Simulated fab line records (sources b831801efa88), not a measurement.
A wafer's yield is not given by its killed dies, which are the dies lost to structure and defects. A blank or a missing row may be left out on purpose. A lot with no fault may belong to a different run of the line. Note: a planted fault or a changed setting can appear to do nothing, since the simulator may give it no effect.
fab line records || flow sky130 || part 2 of 2: steps 27 to 39 of 39
[record] {"lots": 5, "wafers": 15, "lastDay": 50}
route steps=708 shown FIELD_ISO@5 NWELL@32 DNWELL@35
lots that met no fault: from a run of the same line without faults
startH: start of the lot's first displayed wafer, in hours after the record's first day || waitH: time in hours since the lot's previous step || " the same as in the row above || L1.1+2: one row covering several wafers at once || - value missing, or start not given || * or withheld: withheld || < > ~ a bound
route shown NAME@n: names a module that has steps shown in the file, with the first one's number in the route || usual: mean/standard deviation of fault-free wafers || same: alike in all rows || chamber/n: place in a boat || sites: each site's reading || _std_site: standard deviation of those values || _edge_site: inner sites' mean taken away from outer sites' mean || radiusMm: how far each site lies from the wafer's centre || mask NAME#n: copy n || behind: tool/chamber where the wafer was last shaped || hold: what put the lot on hold/how long, in hours/how the hold closed || device: the transistor (n, p or np) that didn't switch || end of line: tests run on the same wafers once the route is complete || step lacking rows: just its recipe || killed: dies lost to structure and defects at the first sort, not the wafer's yield || map: per-die view of a wafer (x killed, . not killed, _ where there is no die)
set.NAME: the setting the step ran with; set.NAME@STEP: the setting that earlier step ran with || model.NAME: the simulator's own value behind a step, which no gauge read
lots at selected steps of the route; one table per step, one row per wafer
services: the hour from which a tool's chamber was out of use, counted from the record's first day as startH (under 0 if before that day), plus the number of hours and why
[[steps]]
[step SKY_FIELD_ISO_WET_ETCH_30]
[recipe] {"chemistry": "dHF", "targetDepthNm": 25, "target": "SiO2", "dilution": "10:1", "tempC": 25, "timeS": 50}
{"lot.wafer": "L074.3+5+6", "tool": "wetBench-02", "chamber": 3, "startH": 35.52, "waitH": 0.0}
{"lot.wafer": "L081.2+3+6", "tool": "wetBench-03", "chamber": 0, "startH": 81.06, "waitH": 0.0}
{"lot.wafer": "L088.3+4+5", "tool": "wetBench-02", "chamber": 1, "startH": 119.93, "waitH": 0.0}
{"lot.wafer": "L092.1+5+6", "tool": "wetBench-01", "chamber": 2, "startH": 135.22, "waitH": 0.0}
{"lot.wafer": "L093.1+2+5", "tool": "wetBench-01", "chamber": 3, "startH": 139.76, "waitH": 0.0}
[step SKY_NWELL_CLEAN_00]
[recipe] {"chemistry": "SC1/SC2", "mix": "1:4:20", "tempC": 70, "timeS": 150, "dry": "n2Spin"}
{"lot.wafer": "L074.3+5+6", "tool": "wetBench-01", "chamber": 1, "startH": 35.55, "waitH": 0.0}
{"lot.wafer": "L081.2+3+6", "tool": "wetBench-01", "chamber": 3, "startH": 81.09, "waitH": 0.0}
{"lot.wafer": "L088.3+4+5", "tool": "wetBench-01", "chamber": 1, "startH": 119.95, "waitH": 0.0}
{"lot.wafer": "L092.1+5+6", "tool": "wetBench-03", "chamber": 0, "startH": 135.25, "waitH": 0.0}
{"lot.wafer": "L093.1+2+5", "tool": "wetBench-02", "chamber": 0, "startH": 139.79, "waitH": 0.0}
[step SKY_NWELL_OXIDATION_01]
[recipe] {"tempC": 900, "ambient": "O2", "stabiliseS": 600, "purgeS": 300, "targetThkA": 100, "oxTimeS": 1418}
[usual] {"spikeTcBottomC": "920/4.1", "tube_center_temp_C_max": "902.3/0.4"}
[same] {"purgeS": 300}
{"lot.wafer": "L074.3", "tool": "furnace-01", "chamber": 0, "startH": 35.93, "waitH": 0.3, "spikeTcBottomC": 923, "tube_center_temp_C_max": 901.9}
{"lot.wafer": "L074.5", "tool": "furnace-01", "chamber": 0, "startH": 35.93, "waitH": 0.3, "spikeTcBottomC": 924, "tube_center_temp_C_max": 902.3}
{"lot.wafer": "L074.6", "tool": "furnace-01", "chamber": 0, "startH": 35.93, "waitH": 0.3, "spikeTcBottomC": 925, "tube_center_temp_C_max": 902.4}
{"lot.wafer": "L081.2", "tool": "furnace-01", "chamber": 0, "startH": 81.40, "waitH": 0.3, "spikeTcBottomC": 922, "tube_center_temp_C_max": 901.7}
{"lot.wafer": "L081.3", "tool": "furnace-01", "chamber": 0, "startH": 81.40, "waitH": 0.3, "spikeTcBottomC": 923, "tube_center_temp_C_max": 902.4}
{"lot.wafer": "L081.6", "tool": "furnace-01", "chamber": 0, "startH": 81.40, "waitH": 0.3, "spikeTcBottomC": 922, "tube_center_temp_C_max": 901.7}
{"lot.wafer": "L088.3", "tool": "furnace-02", "chamber": 0, "startH": 123.24, "waitH": 3.2, "spikeTcBottomC": 916, "tube_center_temp_C_max": 902.1}
{"lot.wafer": "L088.4", "tool": "furnace-02", "chamber": 0, "startH": 123.24, "waitH": 3.2, "spikeTcBottomC": 915, "tube_center_temp_C_max": 903.1}
{"lot.wafer": "L088.5", "tool": "furnace-02", "chamber": 0, "startH": 123.24, "waitH": 3.2, "spikeTcBottomC": 916, "tube_center_temp_C_max": 902.4}
{"lot.wafer": "L092.1", "tool": "furnace-01", "chamber": 0, "startH": 136.87, "waitH": 1.6, "spikeTcBottomC": 925, "tube_center_temp_C_max": 902.5}
{"lot.wafer": "L092.5", "tool": "furnace-01", "chamber": 0, "startH": 136.87, "waitH": 1.6, "spikeTcBottomC": 925, "tube_center_temp_C_max": 902.2}
{"lot.wafer": "L092.6", "tool": "furnace-01", "chamber": 0, "startH": 136.87, "waitH": 1.6, "spikeTcBottomC": 923, "tube_center_temp_C_max": 902.7}
{"lot.wafer": "L093.1", "tool": "furnace-02", "chamber": 0, "startH": 139.84, "waitH": 0.0, "spikeTcBottomC": 916, "tube_center_temp_C_max": 902.3}
{"lot.wafer": "L093.2", "tool": "furnace-02", "chamber": 0, "startH": 139.84, "waitH": 0.0, "spikeTcBottomC": 914, "tube_center_temp_C_max": 902.1}
{"lot.wafer": "L093.5", "tool": "furnace-02", "chamber": 0, "startH": 139.84, "waitH": 0.0, "spikeTcBottomC": 916, "tube_center_temp_C_max": 902.3}
[step SKY_NWELL_THK_MEAS_02]
[recipe] {"reads": "SiO2_of_NWELL_OXIDATION_01"}
[usual] {"NWELL_OXIDATION_THK": "10.00/0.19"}
{"lot.wafer": "L074.3", "tool": "filmMetro-01", "chamber": "-", "startH": 37.34, "waitH": 0.0, "NWELL_OXIDATION_THK[nm]": 9.80}
{"lot.wafer": "L074.5", "tool": "filmMetro-01", "chamber": "-", "startH": 37.34, "waitH": 0.0, "NWELL_OXIDATION_THK[nm]": 9.79}
{"lot.wafer": "L074.6", "tool": "filmMetro-01", "chamber": "-", "startH": 37.34, "waitH": 0.0, "NWELL_OXIDATION_THK[nm]": 9.87}
{"lot.wafer": "L081.2", "tool": "filmMetro-02", "chamber": "-", "startH": 82.80, "waitH": 0.0, "NWELL_OXIDATION_THK[nm]": 9.77}
{"lot.wafer": "L081.3", "tool": "filmMetro-02", "chamber": "-", "startH": 82.80, "waitH": 0.0, "NWELL_OXIDATION_THK[nm]": 9.92}
{"lot.wafer": "L081.6", "tool": "filmMetro-02", "chamber": "-", "startH": 82.80, "waitH": 0.0, "NWELL_OXIDATION_THK[nm]": 9.96}
{"lot.wafer": "L088.3", "tool": "filmMetro-04", "chamber": "-", "startH": 124.65, "waitH": 0.0, "NWELL_OXIDATION_THK[nm]": 10.06}
{"lot.wafer": "L088.4", "tool": "filmMetro-04", "chamber": "-", "startH": 124.65, "waitH": 0.0, "NWELL_OXIDATION_THK[nm]": 10.10}
{"lot.wafer": "L088.5", "tool": "filmMetro-04", "chamber": "-", "startH": 124.65, "waitH": 0.0, "NWELL_OXIDATION_THK[nm]": 10.02}
{"lot.wafer": "L092.1", "tool": "filmMetro-04", "chamber": "-", "startH": 138.27, "waitH": 0.0, "NWELL_OXIDATION_THK[nm]": 10.39}
{"lot.wafer": "L092.5", "tool": "filmMetro-04", "chamber": "-", "startH": 138.27, "waitH": 0.0, "NWELL_OXIDATION_THK[nm]": 10.51}
{"lot.wafer": "L092.6", "tool": "filmMetro-04", "chamber": "-", "startH": 138.27, "waitH": 0.0, "NWELL_OXIDATION_THK[nm]": 10.37}
{"lot.wafer": "L093.1", "tool": "filmMetro-04", "chamber": "-", "startH": 141.23, "waitH": 0.0, "NWELL_OXIDATION_THK[nm]": 10.08}
{"lot.wafer": "L093.2", "tool": "filmMetro-04", "chamber": "-", "startH": 141.23, "waitH": 0.0, "NWELL_OXIDATION_THK[nm]": 9.77}
{"lot.wafer": "L093.5", "tool": "filmMetro-04", "chamber": "-", "startH": 141.23, "waitH": 0.0, "NWELL_OXIDATION_THK[nm]": 9.78}
[step SKY_DNWELL_DEHYDRATE_00]
[recipe] {"tempC": 200, "timeS": 60}
{"lot.wafer": "L074.3+5+6", "tool": "lithoTrack-01", "chamber": 0, "startH": 43.99, "waitH": 6.6}
{"lot.wafer": "L081.2+3+6", "tool": "lithoTrack-02", "chamber": 0, "startH": 90.24, "waitH": 7.4}
{"lot.wafer": "L088.3+4+5", "tool": "lithoTrack-01", "chamber": 0, "startH": 133.03, "waitH": 8.4}
{"lot.wafer": "L092.1+5+6", "tool": "lithoTrack-01", "chamber": 0, "startH": 147.18, "waitH": 8.9}
{"lot.wafer": "L093.1+2+5", "tool": "lithoTrack-02", "chamber": 0, "startH": 150.42, "waitH": 9.2}
[step SKY_DNWELL_HMDS_01]
[recipe] {"primeTimeS": 60, "primeTempC": 120}
{"lot.wafer": "L074.3+5+6", "tool": "lithoTrack-01", "chamber": 0, "startH": 44.14, "waitH": 0.1}
{"lot.wafer": "L081.2+3+6", "tool": "lithoTrack-02", "chamber": 0, "startH": 90.39, "waitH": 0.1}
{"lot.wafer": "L088.3+4+5", "tool": "lithoTrack-01", "chamber": 0, "startH": 133.18, "waitH": 0.1}
{"lot.wafer": "L092.1+5+6", "tool": "lithoTrack-01", "chamber": 0, "startH": 147.33, "waitH": 0.1}
{"lot.wafer": "L093.1+2+5", "tool": "lithoTrack-02", "chamber": 0, "startH": 150.57, "waitH": 0.1}
[step SKY_DNWELL_COAT_02]
[recipe] {"spinRpm": 2000, "resistThkNm": 3000}
[usual] {"spinSpeedRpm": "2000.3/1.4"}
{"lot.wafer": "L074.3", "tool": "lithoTrack-01", "chamber": 0, "startH": 44.29, "waitH": 0.1, "spinSpeedRpm": 1999.3}
{"lot.wafer": "L074.5", "tool": "lithoTrack-01", "chamber": 0, "startH": 44.29, "waitH": 0.1, "spinSpeedRpm": 2001.7}
{"lot.wafer": "L074.6", "tool": "lithoTrack-01", "chamber": 0, "startH": 44.29, "waitH": 0.1, "spinSpeedRpm": 1998.6}
{"lot.wafer": "L081.2", "tool": "lithoTrack-02", "chamber": 0, "startH": 90.54, "waitH": 0.1, "spinSpeedRpm": 2002.0}
{"lot.wafer": "L081.3", "tool": "lithoTrack-02", "chamber": 0, "startH": 90.54, "waitH": 0.1, "spinSpeedRpm": 1999.9}
{"lot.wafer": "L081.6", "tool": "lithoTrack-02", "chamber": 0, "startH": 90.54, "waitH": 0.1, "spinSpeedRpm": 1999.8}
{"lot.wafer": "L088.3", "tool": "lithoTrack-01", "chamber": 0, "startH": 133.33, "waitH": 0.1, "spinSpeedRpm": 1999.5}
{"lot.wafer": "L088.4", "tool": "lithoTrack-01", "chamber": 0, "startH": 133.33, "waitH": 0.1, "spinSpeedRpm": 2000.6}
{"lot.wafer": "L088.5", "tool": "lithoTrack-01", "chamber": 0, "startH": 133.33, "waitH": 0.1, "spinSpeedRpm": 1999.7}
{"lot.wafer": "L092.1", "tool": "lithoTrack-01", "chamber": 0, "startH": 147.48, "waitH": 0.1, "spinSpeedRpm": 1999.6}
{"lot.wafer": "L092.5", "tool": "lithoTrack-01", "chamber": 0, "startH": 147.48, "waitH": 0.1, "spinSpeedRpm": 1998.5}
{"lot.wafer": "L092.6", "tool": "lithoTrack-01", "chamber": 0, "startH": 147.48, "waitH": 0.1, "spinSpeedRpm": 2002.4}
{"lot.wafer": "L093.1", "tool": "lithoTrack-02", "chamber": 0, "startH": 150.72, "waitH": 0.1, "spinSpeedRpm": 1999.9}
{"lot.wafer": "L093.2", "tool": "lithoTrack-02", "chamber": 0, "startH": 150.72, "waitH": 0.1, "spinSpeedRpm": 2001.6}
{"lot.wafer": "L093.5", "tool": "lithoTrack-02", "chamber": 0, "startH": 150.72, "waitH": 0.1, "spinSpeedRpm": 2001.3}
[step SKY_DNWELL_SOFTBAKE_03]
[recipe] {"tempC": 110, "timeS": "withheld"}
{"lot.wafer": "L074.3+5+6", "tool": "lithoTrack-01", "chamber": 0, "startH": 44.45, "waitH": 0.1}
{"lot.wafer": "L081.2+3+6", "tool": "lithoTrack-02", "chamber": 0, "startH": 90.70, "waitH": 0.1}
{"lot.wafer": "L088.3+4+5", "tool": "lithoTrack-01", "chamber": 0, "startH": 133.50, "waitH": 0.1}
{"lot.wafer": "L092.1+5+6", "tool": "lithoTrack-01", "chamber": 0, "startH": 147.63, "waitH": 0.1}
{"lot.wafer": "L093.1+2+5", "tool": "lithoTrack-02", "chamber": 0, "startH": 150.87, "waitH": 0.1}
[step SKY_DNWELL_EXPOSE_04]
[recipe] {"maskId": "DNM", "na": 0.57, "targetCdNm": 3000, "doseMj": 222}
[usual] {"exposureDoseMJCm2": "221.98/0.2"}
{"lot.wafer": "L074.3", "tool": "ilineStepper-02", "chamber": 0, "startH": "-", "waitH": "-", "mask": "DNM#0", "exposureDoseMJCm2": 222.13}
{"lot.wafer": "L074.5", "tool": "ilineStepper-02", "chamber": 0, "startH": "-", "waitH": "-", "mask": "DNM#0", "exposureDoseMJCm2": 222.02}
{"lot.wafer": "L074.6", "tool": "ilineStepper-02", "chamber": 0, "startH": "-", "waitH": "-", "mask": "DNM#0", "exposureDoseMJCm2": 221.87}
{"lot.wafer": "L081.2", "tool": "ilineStepper-02", "chamber": 0, "startH": "-", "waitH": "-", "mask": "DNM#0", "exposureDoseMJCm2": 221.96}
{"lot.wafer": "L081.3", "tool": "ilineStepper-02", "chamber": 0, "startH": "-", "waitH": "-", "mask": "DNM#0", "exposureDoseMJCm2": 221.53}
{"lot.wafer": "L081.6", "tool": "ilineStepper-02", "chamber": 0, "startH": "-", "waitH": "-", "mask": "DNM#0", "exposureDoseMJCm2": 221.70}
{"lot.wafer": "L088.3", "tool": "ilineStepper-01", "chamber": 0, "startH": "-", "waitH": "-", "mask": "DNM#0", "exposureDoseMJCm2": 221.83}
{"lot.wafer": "L088.4", "tool": "ilineStepper-01", "chamber": 0, "startH": "-", "waitH": "-", "mask": "DNM#0", "exposureDoseMJCm2": 222.05}
{"lot.wafer": "L088.5", "tool": "ilineStepper-01", "chamber": 0, "startH": "-", "waitH": "-", "mask": "DNM#0", "exposureDoseMJCm2": 221.98}
{"lot.wafer": "L092.1", "tool": "ilineStepper-02", "chamber": 0, "startH": "-", "waitH": "-", "mask": "DNM#0", "exposureDoseMJCm2": 221.94}
{"lot.wafer": "L092.5", "tool": "ilineStepper-02", "chamber": 0, "startH": "-", "waitH": "-", "mask": "DNM#0", "exposureDoseMJCm2": 222.20}
{"lot.wafer": "L092.6", "tool": "ilineStepper-02", "chamber": 0, "startH": "-", "waitH": "-", "mask": "DNM#0", "exposureDoseMJCm2": 221.87}
{"lot.wafer": "L093.1", "tool": "ilineStepper-01", "chamber": 0, "startH": "-", "waitH": "-", "mask": "DNM#0", "exposureDoseMJCm2": 221.80}
{"lot.wafer": "L093.2", "tool": "ilineStepper-01", "chamber": 0, "startH": "-", "waitH": "-", "mask": "DNM#0", "exposureDoseMJCm2": 222.35}
{"lot.wafer": "L093.5", "tool": "ilineStepper-01", "chamber": 0, "startH": "-", "waitH": "-", "mask": "DNM#0", "exposureDoseMJCm2": 222.17}
[step SKY_DNWELL_PEB_05]
[recipe] {"tempC": 115, "timeS": "withheld"}
{"lot.wafer": "L074.3+5+6", "tool": "lithoTrack-01", "chamber": 0, "startH": "-", "waitH": "-"}
{"lot.wafer": "L081.2+3+6", "tool": "lithoTrack-01", "chamber": 0, "startH": "-", "waitH": "-"}
{"lot.wafer": "L088.3+4+5", "tool": "lithoTrack-03", "chamber": 0, "startH": "-", "waitH": "-"}
{"lot.wafer": "L092.1+5+6", "tool": "lithoTrack-02", "chamber": 0, "startH": "-", "waitH": "-"}
{"lot.wafer": "L093.1+2+5", "tool": "lithoTrack-03", "chamber": 0, "startH": "-", "waitH": "-"}
[step SKY_DNWELL_DEVELOP_06]
[recipe] {"wallAngleDeg": 90, "developer": "TMAH", "developTimeS": 60, "devTempC": 23}
[same] {"developTimeS": 60}
{"lot.wafer": "L074.3+5+6", "tool": "lithoTrack-01", "chamber": 0, "startH": "-", "waitH": "-"}
{"lot.wafer": "L081.2+3+6", "tool": "lithoTrack-01", "chamber": 0, "startH": "-", "waitH": "-"}
{"lot.wafer": "L088.3+4+5", "tool": "lithoTrack-03", "chamber": 0, "startH": "-", "waitH": "-"}
{"lot.wafer": "L092.1+5+6", "tool": "lithoTrack-02", "chamber": 0, "startH": "-", "waitH": "-"}
{"lot.wafer": "L093.1+2+5", "tool": "lithoTrack-03", "chamber": 0, "startH": "-", "waitH": "-"}
[step SKY_DNWELL_IMPLANT_07]
[recipe] {"species": "P", "energyKev": "withheld", "doseCm2": "withheld", "tiltDeg": "withheld"}
{"lot.wafer": "L074.3+5+6", "tool": "implanter-04", "chamber": 0, "startH": 52.39, "waitH": "-"}
{"lot.wafer": "L081.2+3+6", "tool": "implanter-01", "chamber": 0, "startH": 99.36, "waitH": "-"}
{"lot.wafer": "L088.3+4+5", "tool": "implanter-02", "chamber": 0, "startH": 142.71, "waitH": "-"}
{"lot.wafer": "L092.1+5+6", "tool": "implanter-01", "chamber": 0, "startH": 157.12, "waitH": "-"}
{"lot.wafer": "L093.1+2+5", "tool": "implanter-01", "chamber": 0, "startH": 161.16, "waitH": "-"}
[step SKY_DNWELL_STRIP_08]
[recipe] {"chemistry": "O2/N2", "powerW": 1400, "pressureMtorr": 1500, "platenTempC": "withheld", "o2FlowSccm": 3000, "n2FlowSccm": 311, "overashFraction": 0.5}
[usual] {"drypumpMotorCurrentA": "5.4/0.38", "oesProductAu": "0.722/0.0049", "stripTimeToEndpointS": "36.93/0.13"}
{"lot.wafer": "L074.3", "tool": "plasmaAsher-01", "chamber": 1, "startH": 52.52, "waitH": 0.1, "drypumpMotorCurrentA": 5.7, "oesProductAu": 0.724, "rfHoursCounterH": "-", "stripTimeToEndpointS": 36.90}
{"lot.wafer": "L074.5", "tool": "plasmaAsher-01", "chamber": 1, "startH": 52.52, "waitH": 0.1, "drypumpMotorCurrentA": 5.7, "oesProductAu": 0.724, "rfHoursCounterH": "-", "stripTimeToEndpointS": 36.89}
{"lot.wafer": "L074.6", "tool": "plasmaAsher-01", "chamber": 0, "startH": 52.52, "waitH": 0.1, "drypumpMotorCurrentA": 5.0, "oesProductAu": 0.726, "rfHoursCounterH": "-", "stripTimeToEndpointS": 36.90}
{"lot.wafer": "L081.2", "tool": "plasmaAsher-02", "chamber": 1, "startH": 99.49, "waitH": 0.1, "drypumpMotorCurrentA": 5.2, "oesProductAu": 0.716, "rfHoursCounterH": 28, "stripTimeToEndpointS": 36.88}
{"lot.wafer": "L081.3", "tool": "plasmaAsher-02", "chamber": 0, "startH": 99.49, "waitH": 0.1, "drypumpMotorCurrentA": 6.1, "oesProductAu": 0.729, "rfHoursCounterH": "-", "stripTimeToEndpointS": 36.83}
{"lot.wafer": "L081.6", "tool": "plasmaAsher-02", "chamber": 0, "startH": 99.49, "waitH": 0.1, "drypumpMotorCurrentA": 6.1, "oesProductAu": 0.713, "rfHoursCounterH": "-", "stripTimeToEndpointS": 36.74}
{"lot.wafer": "L088.3", "tool": "plasmaAsher-01", "chamber": 1, "startH": 142.84, "waitH": 0.1, "drypumpMotorCurrentA": 5.7, "oesProductAu": 0.723, "rfHoursCounterH": "-", "stripTimeToEndpointS": 37.01}
{"lot.wafer": "L088.4", "tool": "plasmaAsher-01", "chamber": 0, "startH": 142.84, "waitH": 0.1, "drypumpMotorCurrentA": 4.9, "oesProductAu": 0.716, "rfHoursCounterH": "-", "stripTimeToEndpointS": 36.89}
{"lot.wafer": "L088.5", "tool": "plasmaAsher-01", "chamber": 1, "startH": 142.84, "waitH": 0.1, "drypumpMotorCurrentA": 5.7, "oesProductAu": 0.716, "rfHoursCounterH": "-", "stripTimeToEndpointS": 36.89}
{"lot.wafer": "L092.1", "tool": "plasmaAsher-01", "chamber": 0, "startH": 157.27, "waitH": 0.1, "drypumpMotorCurrentA": 4.9, "oesProductAu": 0.723, "rfHoursCounterH": 4, "stripTimeToEndpointS": 37.13}
{"lot.wafer": "L092.5", "tool": "plasmaAsher-01", "chamber": 1, "startH": 157.27, "waitH": 0.1, "drypumpMotorCurrentA": 5.7, "oesProductAu": 0.728, "rfHoursCounterH": "-", "stripTimeToEndpointS": 37.23}
{"lot.wafer": "L092.6", "tool": "plasmaAsher-01", "chamber": 0, "startH": 157.27, "waitH": 0.1, "drypumpMotorCurrentA": 4.9, "oesProductAu": 0.719, "rfHoursCounterH": "-", "stripTimeToEndpointS": 37.14}
{"lot.wafer": "L093.1", "tool": "plasmaAsher-01", "chamber": 1, "startH": 161.31, "waitH": 0.1, "drypumpMotorCurrentA": 5.7, "oesProductAu": 0.717, "rfHoursCounterH": 4, "stripTimeToEndpointS": 36.97}
{"lot.wafer": "L093.2", "tool": "plasmaAsher-01", "chamber": 0, "startH": 161.31, "waitH": 0.1, "drypumpMotorCurrentA": 4.9, "oesProductAu": 0.717, "rfHoursCounterH": 4, "stripTimeToEndpointS": 37.03}
{"lot.wafer": "L093.5", "tool": "plasmaAsher-01", "chamber": 1, "startH": 161.31, "waitH": 0.1, "drypumpMotorCurrentA": 5.7, "oesProductAu": 0.716, "rfHoursCounterH": "-", "stripTimeToEndpointS": 37.05}
[[services]]
{"tool": "cmp-02", "chamber": "-", "startH": 1.10, "hours": 2.7, "kind": "repair"}
{"tool": "plasmaAsher-01", "chamber": "-", "startH": 5.14, "hours": 1.2, "kind": "repair"}
{"tool": "krfScanner-01", "chamber": "-", "startH": 8.49, "hours": 1.0, "kind": "pm"}
{"tool": "ilineStepper-02", "chamber": "-", "startH": 10.64, "hours": 1.7, "kind": "pm"}
{"tool": "implanter-01", "chamber": "-", "startH": 10.89, "hours": 5.5, "kind": "pm"}
{"tool": "ilineStepper-02", "chamber": "-", "startH": 21.58, "hours": 9.2, "kind": "repair"}
{"tool": "cmp-02", "chamber": "-", "startH": 28.60, "hours": 4.1, "kind": "repair"}
{"tool": "cmp-02", "chamber": "-", "startH": 34.53, "hours": 2.4, "kind": "repair"}
{"tool": "hdpcvd-01", "chamber": 1, "startH": 40.06, "hours": 1.8, "kind": "repair"}
{"tool": "furnace-01", "chamber": "-", "startH": 41.26, "hours": 4.6, "kind": "repair"}
{"tool": "krfScanner-01", "chamber": "-", "startH": 45.40, "hours": 0.7, "kind": "repair"}
{"tool": "rieSi-01", "chamber": 1, "startH": 55.55, "hours": 12.1, "kind": "repair"}
{"tool": "hdpcvd-01", "chamber": "-", "startH": 56.11, "hours": 5.8, "kind": "repair"}
{"tool": "rieDiel-02", "chamber": 3, "startH": 59.20, "hours": 12.2, "kind": "repair"}
{"tool": "wetBench-03", "chamber": "-", "startH": 72.93, "hours": 1.5, "kind": "repair"}
{"tool": "plasmaAsher-02", "chamber": "-", "startH": 85.59, "hours": 2.8, "kind": "pm"}
{"tool": "furnace-02", "chamber": "-", "startH": 86.60, "hours": 12.1, "kind": "repair"}
{"tool": "rieDiel-02", "chamber": 3, "startH": 99.58, "hours": 1.8, "kind": "repair"}
{"tool": "furnace-01", "chamber": "-", "startH": 99.72, "hours": 2.8, "kind": "pm"}
{"tool": "furnace-01", "chamber": "-", "startH": 106.72, "hours": 10.8, "kind": "pm"}
{"tool": "plasmaAsher-01", "chamber": "-", "startH": 108.75, "hours": 9.0, "kind": "pm"}
{"tool": "rieDiel-02", "chamber": 2, "startH": 119.73, "hours": 4.2, "kind": "repair"}
{"tool": "rieDiel-03", "chamber": 0, "startH": 131.64, "hours": 6.9, "kind": "repair"}
{"tool": "furnace-01", "chamber": "-", "startH": 138.27, "hours": 3.4, "kind": "pm"}
